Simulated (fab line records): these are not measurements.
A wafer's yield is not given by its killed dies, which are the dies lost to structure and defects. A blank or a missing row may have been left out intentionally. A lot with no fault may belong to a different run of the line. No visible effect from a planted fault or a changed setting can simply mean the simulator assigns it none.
Check for tools in common | flow sky130 | 13 lots and 39 wafers in the sample

WHAT PROMPTED THE OPENING
At SKY_LDD_HVN_TW_MEAS_10 the reading LDD_HVN_TW is flagged on 1 of 13 lots. Wafers without a fault read 1438, standard deviation 9.8.
Rule: a lot gets a flag if all its wafers with a number sit over 4 standard deviations from that mean, or if no wafer of it has a number. The other lots count as sound.

lot  | measured     | on            | LDD_HVN_TW, wafer by wafer | flag
L871 | day 20 01:31 | film metro-02 | 1457 1450 1451             |
L872 | day 20 18:32 | film metro-02 | 1448 1451 1456             |
L873 | day 20 22:34 | film metro-01 | 1427 1429 1439             |
L875 | day 21 17:13 | film metro-04 | 1431 1424 1426             |
L876 | day 22 19:21 | film metro-04 | 1422 1417 1415             |
L878 | day 23 03:45 | film metro-01 | 1446 1446 1443             |
L880 | day 23 22:19 | film metro-04 | 1440 1447 1440             |
L881 | day 24 06:38 | film metro-04 | 1429 1428 1433             |
L883 | day 24 22:17 | film metro-02 | 30 30 30                   | FLAGGED
L888 | day 26 15:10 | film metro-04 | 1424 1429 1435             |
L890 | day 27 05:50 | film metro-01 | 1444 1442 1442             |
L893 | day 28 02:25 | film metro-02 | 1446 1449 1448             |
L894 | day 28 09:19 | film metro-01 | 1435 1434 1431             |
The numbers of the flagged lots are 30 on average: -1408 against the usual, or -99 or more standard deviations.

TOOL THAT RAN EACH LOT
The record holds 1 process step before the reading, out of a route of 708 steps. Every cell lists first the tool, next ch and the chambers used by the sampled wafers, and last the start.
lot  | flag    | SKY_LDD_HVN_EXPOSE_04
L871 |         | iline stepper-02 ch 0, day 19 09:53
L872 |         | iline stepper-01 ch 0, day 20 03:00
L873 |         | iline stepper-02 ch 0, day 20 07:13
L875 |         | iline stepper-02 ch 0, day 21 01:49
L876 |         | iline stepper-01 ch 0, day 22 03:43
L878 |         | iline stepper-02 ch 0, day 22 13:05
L880 |         | iline stepper-02 ch 0, day 23 06:33
L881 |         | iline stepper-01 ch 0, day 23 15:45
L883 | FLAGGED | iline stepper-02 ch 0, day 24 07:30
L888 |         | iline stepper-01 ch 0, day 26 00:11
L890 |         | iline stepper-02 ch 0, day 26 15:37
L893 |         | iline stepper-02 ch 0, day 27 11:50
L894 |         | iline stepper-02 ch 0, day 27 19:08
What these steps do:
- SKY_LDD_HVN_EXPOSE_04: exposes mask HVNTM, target cd 700 nm.
- SKY_LDD_HVN_TW_MEAS_10

FLAGGED OVER TOTAL, TOOL BY TOOL (the gauges that took the reading come last)
step                   | tool             | lots run | flagged | share of the flagged lots | sound lots run after its first flagged lot
SKY_LDD_HVN_EXPOSE_04  | iline stepper-01 | 4        | 0       | none                      | -
SKY_LDD_HVN_EXPOSE_04  | iline stepper-02 | 9        | 1       | all                       | 3 (L890,L893,L894)
SKY_LDD_HVN_TW_MEAS_10 | film metro-01    | 4        | 0       | none                      | -
SKY_LDD_HVN_TW_MEAS_10 | film metro-02    | 4        | 1       | all                       | 1 (L893)
SKY_LDD_HVN_TW_MEAS_10 | film metro-04    | 5        | 0       | none                      | -

WHAT THE TABLE PERMITS
2 rows of the table ran every flagged lot: iline stepper-02 at SKY_LDD_HVN_EXPOSE_04, film metro-02 at SKY_LDD_HVN_TW_MEAS_10.
- iline stepper-02 at SKY_LDD_HVN_EXPOSE_04 ran 9 lots, 1 of them flagged. Sound lots followed the first flagged one (L890, L893, L894) on it, something a lasting fault affecting the whole tool could not allow.
- film metro-02 at SKY_LDD_HVN_TW_MEAS_10 ran 4 lots, 1 of them flagged. Sound lots followed the first flagged one (L893) on it, something a lasting fault affecting the whole tool could not allow.
No row of the table ran every flagged lot and no sound lot after the first.

WHAT WAS PUT IN BY THE SIMULATOR
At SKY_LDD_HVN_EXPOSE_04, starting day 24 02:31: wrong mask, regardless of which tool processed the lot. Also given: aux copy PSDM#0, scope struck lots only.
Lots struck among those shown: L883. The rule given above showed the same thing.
